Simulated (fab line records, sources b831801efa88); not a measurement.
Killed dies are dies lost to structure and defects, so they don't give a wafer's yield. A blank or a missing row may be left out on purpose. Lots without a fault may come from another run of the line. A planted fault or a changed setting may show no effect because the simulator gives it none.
fab line records | flow sky130
record lots=6 wafers=18 last_day=50
route steps=708 shown METAL2@489 PAD_OPEN@708
lots that met no fault: from a run of the same line without faults
start_h: hours from the record's first day to the start of the lot's first wafer shown | wait_h: hours since the lot's step before | " the same as in the row above | L1.1+2: a row that stands for several wafers | - no value, or no start given | * or withheld: withheld | < > ~ a bound
route shown NAME@n: a module of which the file shows steps, and the number in the route of the first | usual: mean/standard deviation of fault-free wafers | same: alike in all rows | chamber/n: place in a boat | sites: the reading at each site | _std_site: their standard deviation | _edge_site: outer sites' mean less inner sites' | radius_mm: how far each site lies from the wafer's centre | mask NAME#n: copy n | behind: the tool/chamber that last shaped the wafer | hold: why the lot was held/for how many hours/how that ended | device: the transistor (n, p or np) that didn't switch | end of line: the same wafers' tests at the end of the route | a step without rows: its recipe alone | killed: dies lost to structure and defects at the first sort, not the wafer's yield | map: a wafer's dies, x killed, . not, _ none there
set.NAME: the setting as run; set.NAME@STEP: as run at that earlier step | model.NAME: the simulator's own value behind a step, which no gauge read
lots at some steps of the route; a table a step, a row a wafer
services: from which hour (start_h, from the record's first day; less than 0 if before it) a tool's chamber was out of use, for how many hours, and why
## steps
# step SKY_METAL2_THK_MEAS_06
# recipe thk_meas_gauge=xrf reads=AlCu_of_METAL2_SPUTTER_02
# usual METAL2_ALCU_THK=244/3.2
# columns lot.wafer tool chamber start_h wait_h METAL2_ALCU_THK[nm]
L164.1 film_metro-02 - 788.99 0.1 250
L164.4 " - " " 245
L164.5 " - " " 245
L169.1 film_metro-01 - 910.85 0.1 243
L169.5 " - " " 242
L169.6 " - " " 242
L172.2 film_metro-02 - 910.88 0.1 243
L172.3 " - " " 242
L172.6 " - " " 248
L182.1 film_metro-04 - 930.49 0.1 243
L182.3 " - " " 245
L182.4 " - " " 243
L185.1 film_metro-01 - 942.88 0.1 241
L185.3 " - " " 243
L185.6 " - " " 240
L186.1 film_metro-01 - 960.60 0.1 241
L186.2 " - " " 243
L186.5 " - " " 244
# step SKY_METAL2_DEHYDRATE_07
# recipe temp_c=200 time_s=60
# step SKY_METAL2_HMDS_08
# recipe prime_time_s=60 prime_temp_c=120
# step SKY_METAL2_COAT_09
# recipe resist=BARC temp_c=withheld time_s=withheld spin_rpm=3000 resist_thk_nm=60
# step SKY_METAL2_COAT_10
# recipe resist=KrF-thick spin_rpm=3000 resist_thk_nm=450
# step SKY_METAL2_SOFTBAKE_11
# recipe temp_c=100 time_s=90 resist=KrF-thick
# step SKY_METAL2_EXPOSE_12
# recipe mask_id=MM2 na=0.8 source_shape=annular sigma_inner=0.55 sigma_outer=0.85 target_cd_nm=140 dose_mj=28
# step SKY_METAL2_PEB_13
# recipe peb_temp_c=withheld peb_time_s=withheld resist=KrF-thick
# step SKY_METAL2_DEVELOP_14
# recipe develop_time_s=60 resist=KrF-thick dev_temp_c=21
# step SKY_METAL2_CD_MEAS_15
# recipe target_cd_nm=140
# usual cd_nm=140.1/1.2
# columns lot.wafer tool chamber start_h wait_h cd_nm
L164.1 cd_sem-01 - 815.34 - 142.7
L164.4 " - " " 140.2
L164.5 " - " " 140.6
L169.1 cd_sem-02 - 935.10 - 139.4
L169.5 " - " " 139.4
L169.6 " - " " 139.7
L172.2 cd_sem-01 - 935.21 - 140.4
L172.3 " - " " 140.4
L172.6 " - " " 141.4
L182.1 cd_sem-01 - 954.10 - 140.8
L182.3 " - " " 139.1
L182.4 " - " " 139.4
L185.1 cd_sem-01 - 967.50 - 138.6
L185.3 " - " " 140.2
L185.6 " - " " 137.3
L186.1 cd_sem-02 - 983.59 - 141.2
L186.2 " - " " 141.4
L186.5 " - " " 141.9
# step SKY_METAL2_OVL_MEAS_16
# usual METAL2_OVL=-5/5.3
# columns lot.wafer tool chamber start_h wait_h METAL2_OVL[nm]
L164.1 overlay-02 - 815.46 0.1 -6
L164.4 " - " " -5
L164.5 " - " " -10
L169.1 overlay-02 - 935.22 0.1 1
L169.5 " - " " -10
L169.6 " - " " -1
L172.2 overlay-01 - 935.32 0.1 -4
L172.3 " - " " -3
L172.6 " - " " -6
L182.1 overlay-02 - 954.22 0.1 -3
L182.3 " - " " 0
L182.4 " - " " -4
L185.1 overlay-02 - 967.62 0.1 -2
L185.3 " - " " -9
L185.6 " - " " -7
L186.1 overlay-01 - 983.71 0.1 6
L186.2 " - " " 2
L186.5 " - " " 1
# step SKY_METAL2_DESCUM_17
# recipe chemistry=O2 source_power_w=150 bias_power_w=0 pressure_mtorr=10 temp_c=40 time_s=8
# usual drypump_motor_current_A=5.7/0.43 oes_product_au=0.997/0.014
# columns lot.wafer tool chamber start_h wait_h drypump_motor_current_A oes_product_au rf_hours_counter_h
L164.1 rie_metal-03 0 815.50 0.0 6.3 1.004 0
L164.4 " 1 " " 5.6 0.998 -
L164.5 " 0 " " 6.3 0.989 -
L169.1 rie_metal-04 0 935.26 0.0 5.8 0.998 10
L169.5 " 1 " " 5.2 0.992 -
L169.6 " 0 " " 5.8 1.000 -
L172.2 rie_metal-03 1 935.35 0.0 5.6 0.983 2
L172.3 " 0 " " 6.2 0.995 -
L172.6 " 0 " " 6.3 0.997 -
L182.1 rie_metal-03 0 954.26 0.0 6.2 0.999 7
L182.3 " 0 " " 6.2 0.996 -
L182.4 " 1 " " 5.6 0.981 -
L185.1 rie_metal-03 0 967.66 0.0 6.2 1.018 7
L185.3 " 0 " " 6.2 1.001 -
L185.6 " 1 " " 5.6 0.988 -
L186.1 rie_metal-02 1 983.75 0.0 5.3 1.026 9
L186.2 " 0 " " 6.5 0.992 11
L186.5 " 1 " " 5.3 1.028 -
# step SKY_METAL2_ETCH_18
# recipe chemistry=N2/H2 target=BARC ion_energy_ev=200 bias_w=100 pressure_mtorr=30 n2_flow_sccm=100 h2_flow_sccm=200 icp_w=500 stop_on=SiO2 time_s=45.9 target_depth_a=600
# usual bias_w=99.99/0.3 drypump_motor_current_A=5.8/0.43 oes_product_au=0.855/0.0048 throttle_valve_pct=13.225/0.0084
# columns lot.wafer tool chamber start_h wait_h bias_w drypump_motor_current_A oes_product_au rf_hours_counter_h throttle_valve_pct
L164.1 rie_metal-03 0 815.53 0.0 99.77 6.3 0.869 0 13.217
L164.4 " 1 " " 99.68 5.6 0.853 - 13.219
L164.5 " 0 " " 99.55 6.3 0.859 - 13.232
L169.1 rie_metal-04 0 935.29 0.0 100.68 5.9 0.850 10 13.216
L169.5 " 1 " " 99.84 5.3 0.863 - 13.227
L169.6 " 0 " " 100.05 5.9 0.860 - 13.228
L172.2 rie_metal-03 1 935.38 0.0 99.63 5.6 0.860 2 13.219
L172.3 " 0 " " 100.53 6.3 0.855 - 13.212
L172.6 " 0 " " 100.20 6.3 0.846 - 13.207
L182.1 rie_metal-03 0 954.29 0.0 100.24 6.3 0.848 7 13.233
L182.3 " 0 " " 100.14 6.3 0.856 - 13.226
L182.4 " 1 " " 113.03 5.6 0.855 - 13.221
L185.1 rie_metal-03 0 967.69 0.0 100.22 6.2 0.856 7 13.232
L185.3 " 0 " " 99.85 6.2 0.858 - 13.228
L185.6 " 1 " " 113.55 5.6 0.850 - 13.223
L186.1 rie_metal-02 1 983.78 0.0 100.21 5.3 0.856 9 13.220
L186.2 " 0 " " 99.86 6.5 0.852 11 13.226
L186.5 " 1 " " 99.94 5.3 0.855 - 13.234
# step SKY_METAL2_METAL_ETCH_19
# recipe target_depth_a=3600 stop_on=SiO2 over_etch_frac=0.3 time_s=78 chemistry=Cl2/BCl3 resist_sidewall_deg=88 pressure_mtorr=10 icp_w=900 bias_w=48.5 Cl2_flow_sccm=60 bcl3_flow_sccm=30
# usual bias_w=48.49/0.13 drypump_motor_current_A=5.8/0.43 oes_product_au=0.854/0.0062 throttle_valve_pct=22.264/0.01
# columns lot.wafer tool chamber start_h wait_h bias_w drypump_motor_current_A oes_product_au rf_hours_counter_h throttle_valve_pct
L164.1 rie_metal-03 0 815.59 0.0 48.36 6.3 0.858 0 22.258
L164.4 " 1 " " 48.24 5.6 0.855 - 22.277
L164.5 " 0 " " 48.33 6.3 0.854 - 22.251
L169.1 rie_metal-04 0 935.35 0.0 48.80 5.8 0.855 10 22.269
L169.5 " 1 " " 48.52 5.2 0.852 - 22.270
L169.6 " 0 " " 48.69 5.8 0.852 - 22.254
L172.2 rie_metal-03 1 935.44 0.0 48.46 5.6 0.855 2 22.258
L172.3 " 0 " " 48.45 6.2 0.860 - 22.256
L172.6 " 0 " " 48.51 6.3 0.851 - 22.256
L182.1 rie_metal-03 0 954.35 0.0 48.65 6.3 0.852 7 22.264
L182.3 " 0 " " 48.48 6.3 0.850 - 22.268
L182.4 " 1 " " 48.44 5.6 0.850 - 22.272
L185.1 rie_metal-03 0 967.75 0.0 48.47 6.3 0.847 7 22.268
L185.3 " 0 " " 48.67 6.2 0.857 - 22.260
L185.6 " 1 " " 48.65 5.6 0.858 - 22.264
L186.1 rie_metal-02 1 983.84 0.0 48.52 5.3 0.863 9 22.270
L186.2 " 0 " " 48.26 6.5 0.854 11 22.285
L186.5 " 1 " " 48.35 5.3 0.861 - 22.251
# step SKY_PAD_OPEN_PROBE_99
# usual defect_limited_yield=82.8/2 killed_at_M0_to_M3=42/7.3 killed_at_M4_up=3.4/2 killed_at_contacts=24/5.8 killed_at_front_end=15/4.6 killed_at_other=0.3/0.62 killed_dies=84/9.8 killed_open=47/6.9 killed_short=38/6.3 sort_bin_3_pad_short=0.8/0.38 sort_bin_5_function=10.2/1.5 sort_bin_6_memory=6.2/1.1 sort_n_pass=408/9.8 sort_yield_pct=82.8/2
# same gross_dies=492 killed_at_back_side=0 sort_bin_4_leakage[%]=0 sort_bin_8_speed[%]=0
# columns lot.wafer tool chamber start_h wait_h defect_limited_yield[%] killed_at_M0_to_M3 killed_at_M4_up killed_at_contacts killed_at_front_end killed_at_other killed_dies killed_open killed_short sort_bin_3_pad_short[%] sort_bin_5_function[%] sort_bin_6_memory[%] sort_n_pass sort_yield_pct[%]
L169.1 prober-01 - 1165.87 0.1 80.5 45 4 28 19 0 96 57 39 0.2 12.2 7.1 396 80.5
L169.5 prober-01 - 1166.07 0.2 82.5 41 3 28 14 0 86 46 40 1.4 10.8 5.3 406 82.5
L169.6 prober-01 - 1166.12 0.2 84.6 26 7 28 15 0 76 35 41 0.6 11.0 3.9 416 84.6
L185.1 prober-01 - 1189.01 0.1 82.9 41 5 22 15 1 84 46 38 1.0 8.9 7.1 408 82.9
L185.3 prober-01 - 1189.11 0.2 82.5 50 1 21 14 0 86 57 29 1.0 8.9 7.5 406 82.5
L185.6 prober-01 - 1189.26 0.2 83.1 51 2 19 11 0 83 47 36 0.4 9.8 6.7 409 83.1
# killed by level:class
L169.1 CONTACT:geometric_particle:open=15 VIA1:geometric_particle:open=11 VIA2:geometric_particle:open=8 VIA1:geometric_particle:short=7 CONTACT:geometric_particle:short=6 FIELD_ISO:geometric_particle:short=5 LI_CONTACT:geometric_particle:open=4 METAL2:geometric_particle:short=4
L169.5 VIA1:geometric_particle:open=10 CONTACT:geometric_particle:open=9 LI_CONTACT:geometric_particle:open=7 METAL2:geometric_particle:short=7 VIA3:geometric_particle:open=7 POLY_GATE:geometric_particle:open=5 METAL3:geometric_particle:short=5 FIELD_ISO:geometric_particle:short=4
L169.6 CONTACT:geometric_particle:open=9 LI_CONTACT:geometric_particle:open=6 VIA1:geometric_particle:open=6 FIELD_ISO:geometric_particle:short=5 METAL4:geometric_particle:short=5 FIELD_ISO:geometric_particle:open=4 LI_CONTACT:geometric_particle:short=4 CONTACT:geometric_particle:short=4
L185.1 CONTACT:geometric_particle:open=10 VIA1:geometric_particle:open=8 VIA2:geometric_particle:open=6 METAL3:geometric_particle:short=5 CONTACT:geometric_particle:short=5 METAL1:geometric_particle:short=5 VIA3:geometric_particle:open=5 FIELD_ISO:geometric_particle:short=4
L185.3 VIA2:geometric_particle:open=16 CONTACT:geometric_particle:open=10 VIA1:geometric_particle:short=9 VIA1:geometric_particle:open=9 FIELD_ISO:geometric_particle:open=5 LI_CONTACT:geometric_particle:open=5 VIA3:geometric_particle:open=5 CONTACT:geometric_particle:short=3
L185.6 VIA1:geometric_particle:open=14 VIA3:geometric_particle:open=9 LI_CONTACT:geometric_particle:open=7 VIA2:geometric_particle:open=7 CONTACT:geometric_particle:short=6 VIA1:geometric_particle:short=5 FIELD_ISO:geometric_particle:open=4 LOCAL_INTERCONNECT:geometric_particle:short=4
## services
# columns tool chamber start_h hours kind
rie_metal-03 0 794.85 - clean
rie_metal-03 0 794.85 17.7 scheduled_down
rie_metal-03 0 794.85 17.7 vent_cycle
rie_metal-02 0 842.74 2.6 repair
rie_metal-02 - 844.66 14.6 pm
rie_metal-02 0 866.58 8.9 repair
rie_metal-04 1 870.82 19.7 repair
rie_metal-03 1 873.21 - clean
rie_metal-03 1 873.21 20.8 scheduled_down
rie_metal-03 1 873.21 20.8 vent_cycle
rie_metal-03 0 938.67 11.0 repair
## key
first_sign step=SKY_METAL2_ETCH_18 reading=bias_w direction=up sigmas=45 usual=99.99 struck=113.29
effect none on later readings
met_at SKY_METAL2_ETCH_18
struck_wafers L182.4,L185.6
onset_between 935.38 954.29
fault kind=process_parameter_drift tool=rie_metal-03 chamber=1 onset_h=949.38 steps=SKY_METAL2_ETCH_18 channel=bias_w offset=13.081 shape=step end_h=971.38 acts_in=these_recipes_only stated=100
